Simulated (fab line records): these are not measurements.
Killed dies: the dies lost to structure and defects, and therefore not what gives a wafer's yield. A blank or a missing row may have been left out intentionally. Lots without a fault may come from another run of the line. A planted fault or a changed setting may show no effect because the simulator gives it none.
fab line records ; flow sky130
record lots=15; wafers=45; lastDay=51
route steps=708 shown VT_ADJUST_LVTN@117 VT_ADJUST_HVTR@142 SONOS_ONO@180
lots that met no fault: from a run of the same line without faults
startH: start of the lot's first displayed wafer, in hours after the record's first day ; waitH: hours from the lot's prior step to this one ; " unchanged from the row above ; L1.1+2: several wafers, shown together as one row ; - no value, or no start was given ; * or withheld: withheld ; < > ~ a bound
route shown NAME@n: NAME is a module with steps in the file, n the number in the route of the first one ; usual: mean/standard deviation taken from wafers without a fault ; same: alike in all rows ; chamber/n: place in a boat ; sites: each site's reading ; _std_site: the values' standard deviation ; _edge_site: inner sites' mean taken away from outer sites' mean ; radiusMm: how far each site lies from the wafer's centre ; mask NAME#n: copy n ; behind: the last tool/chamber to shape the wafer ; hold: why the lot went on hold/how many hours it stayed there/how the hold came to an end ; device: names the non-switching transistor (n, p or np) ; end of line: tests of these same wafers at the route's end ; a step without rows: its recipe alone ; killed: the dies lost at the first sort to structure and to defects; this is not the yield of the wafer ; map: dies across one wafer; x = killed, . = not, _ = none there
set.NAME: the setting that was run; set.NAME@STEP: the one run at that earlier step ; model.NAME: the simulator's own value behind a step, which no gauge read
route steps across a sampled set of lots; one table per step, one row per wafer
services: from which hour (startH, from the record's first day; less than 0 if before it) a tool's chamber was out of use, for how many hours, and why
## steps
# step SKY_VT_ADJUST_LVTN_STRIP_20
# recipe chemistry=O2/N2; powerW=1400; pressureMtorr=1500; platenTempC=withheld; o2FlowSccm=3000; n2FlowSccm=300; overashFraction=0.5
# usual drypumpMotorCurrentA=6.0/0.42; oesProductAu=0.715/0.0041; stripTimeToEndpointS=14.17/0.041
lot.wafer;tool;chamber;startH;waitH;drypumpMotorCurrentA;oesProductAu;rfHoursCounterH;stripTimeToEndpointS
L385.1;plasmaAsher-02;1;166.84;0.1;5.2;0.714;5;14.25
L385.2;plasmaAsher-02;0;166.84;0.1;6.4;0.712;5;14.20
L385.3;plasmaAsher-02;0;166.84;0.1;6.3;0.715;-;14.22
L386.3;plasmaAsher-03;0;171.98;0.1;5.8;0.711;-;14.18
L386.5;plasmaAsher-03;0;171.98;0.1;5.8;0.723;-;14.13
L386.6;plasmaAsher-03;1;171.98;0.1;6.5;0.716;-;14.17
L387.2;plasmaAsher-04;0;179.24;0.1;6.1;0.721;48;14.21
L387.4;plasmaAsher-04;0;179.24;0.1;6.1;0.721;-;14.19
L387.5;plasmaAsher-04;0;179.24;0.1;6.1;0.718;-;14.21
L388.1;plasmaAsher-04;1;188.80;0.1;6.2;0.709;49;14.16
L388.2;plasmaAsher-04;0;188.80;0.1;6.1;0.709;49;14.17
L388.5;plasmaAsher-04;1;188.80;0.1;6.2;0.718;-;14.14
L389.1;plasmaAsher-04;1;191.99;0.1;6.2;0.708;50;14.15
L389.4;plasmaAsher-04;1;191.99;0.1;6.2;0.710;-;14.16
L389.6;plasmaAsher-04;1;191.99;0.1;6.2;0.713;-;14.16
L390.1;plasmaAsher-02;0;197.70;0.1;6.4;0.716;8;14.19
L390.2;plasmaAsher-02;1;197.70;0.1;5.2;0.715;8;14.21
L390.5;plasmaAsher-02;0;197.70;0.1;6.3;0.715;-;14.19
L398.4;plasmaAsher-04;1;248.02;0.1;6.2;0.715;-;14.15
L398.5;plasmaAsher-04;1;248.02;0.1;6.2;0.719;-;14.17
L398.6;plasmaAsher-04;0;248.02;0.1;6.1;0.717;-;14.19
L399.1;plasmaAsher-03;0;255.66;0.1;5.8;0.711;55;14.11
L399.5;plasmaAsher-03;0;255.66;0.1;5.8;0.713;-;14.15
L399.6;plasmaAsher-03;1;255.66;0.1;6.5;0.716;-;14.14
L400.1;plasmaAsher-04;0;262.89;0.1;6.1;0.717;57;14.18
L400.5;plasmaAsher-04;1;262.89;0.1;6.2;0.716;-;14.13
L400.6;plasmaAsher-04;0;262.89;0.1;6.1;0.715;-;14.19
L401.2;plasmaAsher-02;0;270.74;0.1;6.4;0.720;15;14.18
L401.3;plasmaAsher-02;1;270.74;0.1;5.2;0.710;-;14.11
L401.4;plasmaAsher-02;0;270.74;0.1;6.3;0.714;-;14.09
L403.3;plasmaAsher-02;1;285.77;0.1;5.2;0.721;-;14.27
L403.5;plasmaAsher-02;0;285.77;0.1;6.3;0.717;-;14.21
L403.6;plasmaAsher-02;1;285.77;0.1;5.2;0.714;-;14.23
L402.1;plasmaAsher-03;1;287.54;0.1;6.5;0.716;58;14.20
L402.2;plasmaAsher-03;0;287.54;0.1;5.8;0.708;58;14.21
L402.4;plasmaAsher-03;1;287.54;0.1;6.5;0.709;-;14.18
L405.1;plasmaAsher-03;0;301.19;0.1;5.8;0.717;60;14.18
L405.2;plasmaAsher-03;1;301.19;0.1;6.5;0.718;60;14.15
L405.6;plasmaAsher-03;1;301.19;0.1;6.6;0.719;-;14.17
L406.1;plasmaAsher-02;1;315.58;0.1;5.2;0.713;20;14.18
L406.2;plasmaAsher-02;0;315.58;0.1;6.3;0.715;20;14.13
L406.4;plasmaAsher-02;1;315.58;0.1;5.2;0.716;-;14.17
L408.1;plasmaAsher-03;0;330.39;0.1;5.8;0.721;62;14.14
L408.5;plasmaAsher-03;0;330.39;0.1;5.8;0.723;-;14.13
L408.6;plasmaAsher-03;1;330.39;0.1;6.5;0.713;-;14.12
# step SKY_VT_ADJUST_HVTR_TW_MEAS_11
# usual VT_ADJUST_HVTR_TW=211.3/0.91
lot.wafer;tool;chamber;startH;waitH;VT_ADJUST_HVTR_TW
L385.1;filmMetro-02;-;210.31;0.1;212.0
L385.2;filmMetro-02;-;210.31;0.1;211.1
L385.3;filmMetro-02;-;210.31;0.1;212.1
L386.3;filmMetro-03;-;215.27;0.1;210.8
L386.5;filmMetro-03;-;215.27;0.1;212.1
L386.6;filmMetro-03;-;215.27;0.1;211.0
L387.2;filmMetro-02;-;223.37;0.1;211.7
L387.4;filmMetro-02;-;223.37;0.1;212.2
L387.5;filmMetro-02;-;223.37;0.1;211.8
L388.1;filmMetro-01;-;233.22;0.1;209.9
L388.2;filmMetro-01;-;233.22;0.1;209.8
L388.5;filmMetro-01;-;233.22;0.1;210.0
L389.1;filmMetro-01;-;236.67;0.1;210.4
L389.4;filmMetro-01;-;236.67;0.1;210.7
L389.6;filmMetro-01;-;236.67;0.1;211.1
L390.1;filmMetro-03;-;242.76;0.1;210.6
L390.2;filmMetro-03;-;242.76;0.1;211.6
L390.5;filmMetro-03;-;242.76;0.1;211.5
L398.4;filmMetro-03;-;297.98;0.1;213.4
L398.5;filmMetro-03;-;297.98;0.1;213.9
L398.6;filmMetro-03;-;297.98;0.1;212.3
L399.1;filmMetro-02;-;307.06;0.1;210.2
L399.5;filmMetro-02;-;307.06;0.1;209.8
L399.6;filmMetro-02;-;307.06;0.1;209.3
L400.1;filmMetro-02;-;313.10;0.1;211.8
L400.5;filmMetro-02;-;313.10;0.1;210.0
L400.6;filmMetro-02;-;313.10;0.1;211.7
L401.2;filmMetro-01;-;322.22;0.1;213.2
L401.3;filmMetro-01;-;322.22;0.1;210.8
L401.4;filmMetro-01;-;322.22;0.1;211.9
L403.3;filmMetro-02;-;339.38;0.1;210.7
L403.5;filmMetro-02;-;339.38;0.1;211.7
L403.6;filmMetro-02;-;339.38;0.1;211.6
L402.1;filmMetro-03;-;340.11;0.1;212.8
L402.2;filmMetro-03;-;340.11;0.1;213.7
L402.4;filmMetro-03;-;340.11;0.1;213.4
L405.1;filmMetro-02;-;354.56;0.1;211.8
L405.2;filmMetro-02;-;354.56;0.1;210.9
L405.6;filmMetro-02;-;354.56;0.1;211.1
L406.1;filmMetro-01;-;370.36;0.1;212.0
L406.2;filmMetro-01;-;370.36;0.1;210.7
L406.4;filmMetro-01;-;370.36;0.1;212.1
L408.1;filmMetro-03;-;386.00;0.1;212.4
L408.5;filmMetro-03;-;386.00;0.1;211.5
L408.6;filmMetro-03;-;386.00;0.1;212.4
# step SKY_SONOS_ONO_DEVELOP_12
# recipe developTimeS=60; devTempC=21.82
# usual chillPlateTempC=22.99/0.097; developTimeS=60/0; resistLineTempC=23.00/0.1
lot.wafer;tool;chamber;startH;waitH;chillPlateTempC;developTimeS;resistLineTempC
L385.1;lithoTrack-01;0;285.75;0.1;22.95;60;23.08
L385.2;lithoTrack-01;0;285.75;0.1;23.09;60;22.87
L385.3;lithoTrack-01;0;285.75;0.1;22.84;60;22.95
L386.3;lithoTrack-03;0;293.11;0.1;23.03;60;22.95
L386.5;lithoTrack-03;0;293.11;0.1;22.88;60;22.98
L386.6;lithoTrack-03;0;293.11;0.1;22.87;60;23.04
L387.2;lithoTrack-04;0;298.68;0.1;22.97;60;22.99
L387.4;lithoTrack-04;0;298.68;0.1;23.08;60;22.90
L387.5;lithoTrack-04;0;298.68;0.1;22.96;60;22.86
L388.1;lithoTrack-03;-;312.21;0.1;-;-;-
L388.2;lithoTrack-03;-;312.21;0.1;-;-;-
L388.5;lithoTrack-03;-;312.21;0.1;-;-;-
L389.1;lithoTrack-04;-;314.60;0.1;-;-;-
L389.4;lithoTrack-04;-;314.60;0.1;-;-;-
L389.6;lithoTrack-04;-;314.60;0.1;-;-;-
L390.1;lithoTrack-01;-;324.50;0.1;-;-;-
L390.2;lithoTrack-01;-;324.50;0.1;-;-;-
L390.5;lithoTrack-01;-;324.50;0.1;-;-;-
L398.4;lithoTrack-01;0;386.98;0.1;22.93;60;22.95
L398.5;lithoTrack-01;0;386.98;0.1;22.99;60;23.15
L398.6;lithoTrack-01;0;386.98;0.1;23.02;60;23.03
L399.1;lithoTrack-04;0;395.95;0.1;23.18;60;22.97
L399.5;lithoTrack-04;0;395.95;0.1;22.93;60;22.88
L399.6;lithoTrack-04;0;395.95;0.1;23.23;60;23.01
L400.1;lithoTrack-03;0;404.31;0.1;22.88;60;22.91
L400.5;lithoTrack-03;0;404.31;0.1;22.92;60;23.08
L400.6;lithoTrack-03;0;404.31;0.1;23.01;60;23.04
L401.2;lithoTrack-04;0;413.08;0.1;22.94;60;23.04
L401.3;lithoTrack-04;0;413.08;0.1;23.01;60;23.07
L401.4;lithoTrack-04;0;413.08;0.1;23.13;60;23.07
L403.3;lithoTrack-03;0;430.81;0.1;23.07;60;22.83
L403.5;lithoTrack-03;0;430.81;0.1;23.05;60;23.06
L403.6;lithoTrack-03;0;430.81;0.1;23.09;60;22.97
L402.1;lithoTrack-01;0;431.55;0.1;23.12;60;22.91
L402.2;lithoTrack-01;0;431.55;0.1;23.05;60;22.96
L402.4;lithoTrack-01;0;431.55;0.1;23.13;60;23.02
L405.1;lithoTrack-04;0;447.70;0.1;22.93;60;22.87
L405.2;lithoTrack-04;0;447.70;0.1;22.85;60;22.74
L405.6;lithoTrack-04;0;447.70;0.1;22.90;60;22.92
L406.1;lithoTrack-01;0;467.80;0.1;23.03;60;23.09
L406.2;lithoTrack-01;0;467.80;0.1;22.97;60;22.98
L406.4;lithoTrack-01;0;467.80;0.1;23.01;60;23.04
L408.1;lithoTrack-01;0;484.10;0.1;23.03;60;23.24
L408.5;lithoTrack-01;0;484.10;0.1;22.95;60;23.11
L408.6;lithoTrack-01;0;484.10;0.1;22.85;60;23.04
# step SKY_SONOS_ONO_CD_MEAS_13
# recipe targetCdNm=410
# usual cdNm=410.1/2.3
lot.wafer;tool;chamber;startH;waitH;cdNm
L385.1;cdSem-02;-;285.90;0.1;409.9
L385.2;cdSem-02;-;285.90;0.1;411.4
L385.3;cdSem-02;-;285.90;0.1;410.4
L386.3;cdSem-02;-;293.25;0.1;407.4
L386.5;cdSem-02;-;293.25;0.1;408.6
L386.6;cdSem-02;-;293.25;0.1;407.9
L387.2;cdSem-02;-;298.83;0.1;411.1
L387.4;cdSem-02;-;298.83;0.1;408.3
L387.5;cdSem-02;-;298.83;0.1;410.0
L388.1;cdSem-02;-;312.36;0.1;-
L388.2;cdSem-02;-;312.36;0.1;-
L388.5;cdSem-02;-;312.36;0.1;-
L389.1;cdSem-01;-;314.75;0.1;-
L389.4;cdSem-01;-;314.75;0.1;-
L389.6;cdSem-01;-;314.75;0.1;-
L390.1;cdSem-02;-;324.65;0.1;-
L390.2;cdSem-02;-;324.65;0.1;-
L390.5;cdSem-02;-;324.65;0.1;-
L398.4;cdSem-01;-;387.11;0.1;407.7
L398.5;cdSem-01;-;387.11;0.1;406.9
L398.6;cdSem-01;-;387.11;0.1;410.0
L399.1;cdSem-01;-;396.10;0.1;412.5
L399.5;cdSem-01;-;396.10;0.1;413.8
L399.6;cdSem-01;-;396.10;0.1;415.2
L400.1;cdSem-02;-;404.46;0.1;412.3
L400.5;cdSem-02;-;404.46;0.1;412.2
L400.6;cdSem-02;-;404.46;0.1;412.7
L401.2;cdSem-01;-;413.22;0.1;411.9
L401.3;cdSem-01;-;413.22;0.1;411.0
L401.4;cdSem-01;-;413.22;0.1;410.3
L403.3;cdSem-01;-;430.95;0.1;407.8
L403.5;cdSem-01;-;430.95;0.1;407.3
L403.6;cdSem-01;-;430.95;0.1;406.6
L402.1;cdSem-02;-;431.70;0.1;403.3
L402.2;cdSem-02;-;431.70;0.1;406.0
L402.4;cdSem-02;-;431.70;0.1;406.2
L405.1;cdSem-02;-;447.85;0.1;411.8
L405.2;cdSem-02;-;447.85;0.1;411.4
L405.6;cdSem-02;-;447.85;0.1;413.4
L406.1;cdSem-01;-;467.95;0.1;408.6
L406.2;cdSem-01;-;467.95;0.1;409.7
L406.4;cdSem-01;-;467.95;0.1;410.4
L408.1;cdSem-02;-;484.25;0.1;412.8
L408.5;cdSem-02;-;484.25;0.1;412.8
L408.6;cdSem-02;-;484.25;0.1;411.6
## services
tool;chamber;startH;hours;kind
plasmaAsher-02;-;215.06;0.9;repair
plasmaAsher-03;-;236.66;2.8;pm
plasmaAsher-02;-;338.67;50.1;pm
plasmaAsher-04;-;421.25;9.0;pm
plasmaAsher-04;0;421.25;9.0;ventCycle
plasmaAsher-04;1;421.25;9.0;ventCycle
plasmaAsher-04;0;430.25;-;clean
plasmaAsher-04;1;430.25;-;clean
plasmaAsher-03;-;449.51;0.4;repair
plasmaAsher-03;-;461.41;14.6;pm
plasmaAsher-02;-;482.00;0.3;repair
## key
firstSign step=SKY_SONOS_ONO_DEVELOP_12; reading=toolRecord; direction=missing
effect none on later readings
metAt SKY_SONOS_ONO_DEVELOP_12
struckLots L388,L389,L390
laterRowsLeftOut L388.1,L388.2,L388.5,L389.1,L389.4,L389.6,L390.1,L390.2,L390.5
sortLeftOut L388.1,L388.2,L388.5,L389.1,L389.4,L389.6,L390.1,L390.2,L390.5
testerLeftOut L388,L389,L390
notActingAt SKY_VT_ADJUST_LVTN_STRIP_20,SKY_VT_ADJUST_HVTR_TW_MEAS_11,SKY_SONOS_ONO_CD_MEAS_13
onsetBetween 298.68 312.21
fault kind=skippedStepWhole; tool=lithoTrack-01,lithoTrack-03,lithoTrack-04; chamber=-; onsetH=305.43; steps=SKY_SONOS_ONO_DEVELOP_12; scope=struckLotsOnly
# testerLeftOut: of these lots the tester's yield and bins aren't shown, on N5 and GAA mostly nor the transistor test; their killed dies are dies lost to structure and defects alone, not to doping, threshold or leakage, so they don't give the yield
# sortLeftOut: the simulated sort isn't trusted on such a fault, so these wafers' sort isn't shown, and their yield isn't known
# laterRowsLeftOut: the simulator's readings of these wafers behind a module that went badly wrong aren't trusted and aren't shown, but for the sort
